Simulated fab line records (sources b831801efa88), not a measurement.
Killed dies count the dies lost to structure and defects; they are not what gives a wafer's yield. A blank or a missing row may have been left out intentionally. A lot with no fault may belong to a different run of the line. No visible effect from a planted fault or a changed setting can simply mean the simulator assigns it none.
One fault through the eyes of 2 desks || flow gf180mcu || what lay behind the numbers comes last; until then each desk has only its own

## METROLOGY DESK
What the gauges read, lot by lot, whatever tool the lot ran on: means of the sampled wafers that have a number. The brackets show how far a lot's mean lies from the usual mean; more than 4 standard deviations puts the lot out of limits, marked OUT.
Columns: A = M1_ALCU_RS at GF_M1_RS_MEAS_05, usual 0.0695 ohm/sq; B = M1_ALCU_THK at GF_M1_THK_MEAS_06, usual 459 nm; C = V1_CVD_00_THK at GF_V1_THK_MEAS_01, usual 600 nm
{"lot": "L352", "first seen here": "day 16 08:55", "A": 0.0686, "B": 464, "C": 592}
{"lot": "L353", "first seen here": "day 16 18:26", "A": 0.0692, "B": 459, "C": 604}
{"lot": "L354", "first seen here": "day 17 07:02", "A": 0.0689, "B": 465, "C": 594}
{"lot": "L357", "first seen here": "day 18 07:24", "A": 0.0689, "B": 461, "C": 603}
{"lot": "L359", "first seen here": "day 19 03:27", "A": "0.0582 (-16) OUT", "B": "608 (+30) OUT", "C": 598}
{"lot": "L360", "first seen here": "day 19 12:59", "A": "0.0576 (-17) OUT", "B": "607 (+30) OUT", "C": 600}
{"lot": "L361", "first seen here": "day 19 19:47", "A": "0.0471 (-31) OUT", "B": "740 (+57) OUT", "C": 606}
{"lot": "L370", "first seen here": "day 22 23:37", "A": 0.0695, "B": 460, "C": 603}
{"lot": "L371", "first seen here": "day 23 05:49", "A": 0.0695, "B": 460, "C": 599}
{"lot": "L373", "first seen here": "day 23 19:21", "A": 0.0699, "B": 454, "C": 601}
{"lot": "L374", "first seen here": "day 24 00:41", "A": 0.0700, "B": 457, "C": 592}
Per this desk, out of limits: L359, L360, L361; the first was L359, day 19 03:27 (M1_ALCU_RS at GF_M1_RS_MEAS_05). In limits: L352, L353, L354, L357, L370, L371, L373, L374.

## DESK OF THE TOOL OWNER: pvdSputter-02
The tool's own readings at GF_M1_SPUTTER_02 (material AlCu, target thk 450 nm, time 23.9 s): means of the sampled wafers that have a number, for each lot that ran on this tool. The brackets show how far a lot's mean lies from the usual mean; more than 4 standard deviations puts the lot out of limits, marked OUT.
Columns: A = throttleValvePct at GF_M1_SPUTTER_02, usual 30.4 %
{"lot": "L353", "first seen here": "day 16 18:21", "A": 30.3}
{"lot": "L354", "first seen here": "day 17 06:55", "A": 31.4}
{"lot": "L357", "first seen here": "day 18 07:19", "A": 30.5}
{"lot": "L359", "first seen here": "day 19 03:20", "A": 30.8}
{"lot": "L360", "first seen here": "day 19 12:52", "A": 31.0}
{"lot": "L361", "first seen here": "day 19 19:42", "A": 30.6}
{"lot": "L370", "first seen here": "day 22 23:31", "A": 30.4}
{"lot": "L373", "first seen here": "day 23 19:13", "A": 31.2}
{"lot": "L374", "first seen here": "day 24 00:35", "A": 30.6}
Result from this desk: across the 9 lots, nothing is out of limits.

## TAKEN TOGETHER
At day 19 03:27 the metrology desk could have sounded an alarm, on L359, L360, L361.
Nothing out of limits was seen by the tool owner's desk.
The tool owner's desk has L359, L360, L361 on record, within its limits.
All the named lots went through GF_M1_SPUTTER_02 on pvdSputter-02.

## WHAT THE SIMULATOR HAD INSERTED
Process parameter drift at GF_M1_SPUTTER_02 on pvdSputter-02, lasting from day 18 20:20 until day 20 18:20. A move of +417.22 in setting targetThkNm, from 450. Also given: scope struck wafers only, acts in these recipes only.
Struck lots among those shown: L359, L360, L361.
Time in hours between the start of the fault and the first out-of-limits reading at each desk: metrology desk, 7.
